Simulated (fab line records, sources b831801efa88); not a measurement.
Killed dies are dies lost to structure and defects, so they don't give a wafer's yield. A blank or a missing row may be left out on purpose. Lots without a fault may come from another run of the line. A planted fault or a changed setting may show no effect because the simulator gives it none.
One fault seen from 2 desks | flow sky130 | each desk has only its own numbers; what lay behind them comes last

THE METROLOGY DESK
What the gauges read, lot by lot, whatever tool the lot ran on: means of the sampled wafers that have a number. A lot is out of limits, marked OUT, if its mean lies more than 4 standard deviations from the usual mean; the brackets give that distance.
Columns: A = GATE_OXIDE_OVL at SKY_GATE_OXIDE_OVL_MEAS_10, usual 0.5 nm; B = POLY_GATE_CVD_03_THK at SKY_POLY_GATE_THK_MEAS_04, usual 75.2 nm; C = POLY_GATE_OXIDATION_THK at SKY_POLY_GATE_THK_MEAS_21, usual 4.09 nm
lot  | first seen here | A    | B    | C
L470 | day 13 21:56    | 0.9  | 76.7 | 4.12
L472 | day 14 14:38    | 2.6  | 73.8 | 4.01
L473 | day 15 04:32    | -3.3 | 75.1 | 4.07
L475 | day 15 12:26    | -1.4 | 75.4 | 4.21
L474 | day 15 17:46    | 0.8  | 74.4 | 4.05
L476 | day 15 22:46    | 0.2  | 74.4 | 4.19
L477 | day 16 05:49    | 1.5  | 75.2 | 4.15
L485 | day 19 12:13    | -1.0 | 76.2 | 4.16
L486 | day 19 16:41    | 1.2  | 75.9 | 4.07
L487 | day 19 21:29    | -0.0 | 75.2 | 4.06
L489 | day 20 23:33    | 1.7  | 74.8 | 4.19
L490 | day 20 23:41    | 0.7  | 76.3 | 4.13
L491 | day 21 13:06    | 1.0  | 75.2 | 4.19
L492 | day 21 14:32    | 2.7  | 76.1 | 4.10
This desk's finding: nothing out of limits on any of the 14 lots.

THE TOOL OWNER'S DESK: krf_scanner-01
The tool's own readings at SKY_POLY_GATE_EXPOSE_10 (exposes mask P1M, target cd 150 nm): means of the sampled wafers that have a number, for each lot that ran on this tool. A lot is out of limits, marked OUT, if its mean lies more than 4 standard deviations from the usual mean; the brackets give that distance.
Columns: A = exposure_dose_mJ_cm2 at SKY_POLY_GATE_EXPOSE_10, usual 27.988; B = focus_offset_nm at SKY_POLY_GATE_EXPOSE_10, usual 0.1 nm; C = reticle_temp_C at SKY_POLY_GATE_EXPOSE_10, usual 22.99 C
lot  | first seen here | A      | B   | C
L472 | day 16 14:11    | 27.986 | 0.7 | 23.00
L485 | day 21 15:29    | 27.973 | 0.8 | 23.02
L487 | day 22 02:53    | 28.019 | 0.2 | 22.92
This desk's finding: nothing out of limits on any of the 3 lots.

PUT TOGETHER
The metrology desk saw nothing out of limits.
The tool owner's desk saw nothing out of limits.

WHAT THE SIMULATOR HAD PUT IN
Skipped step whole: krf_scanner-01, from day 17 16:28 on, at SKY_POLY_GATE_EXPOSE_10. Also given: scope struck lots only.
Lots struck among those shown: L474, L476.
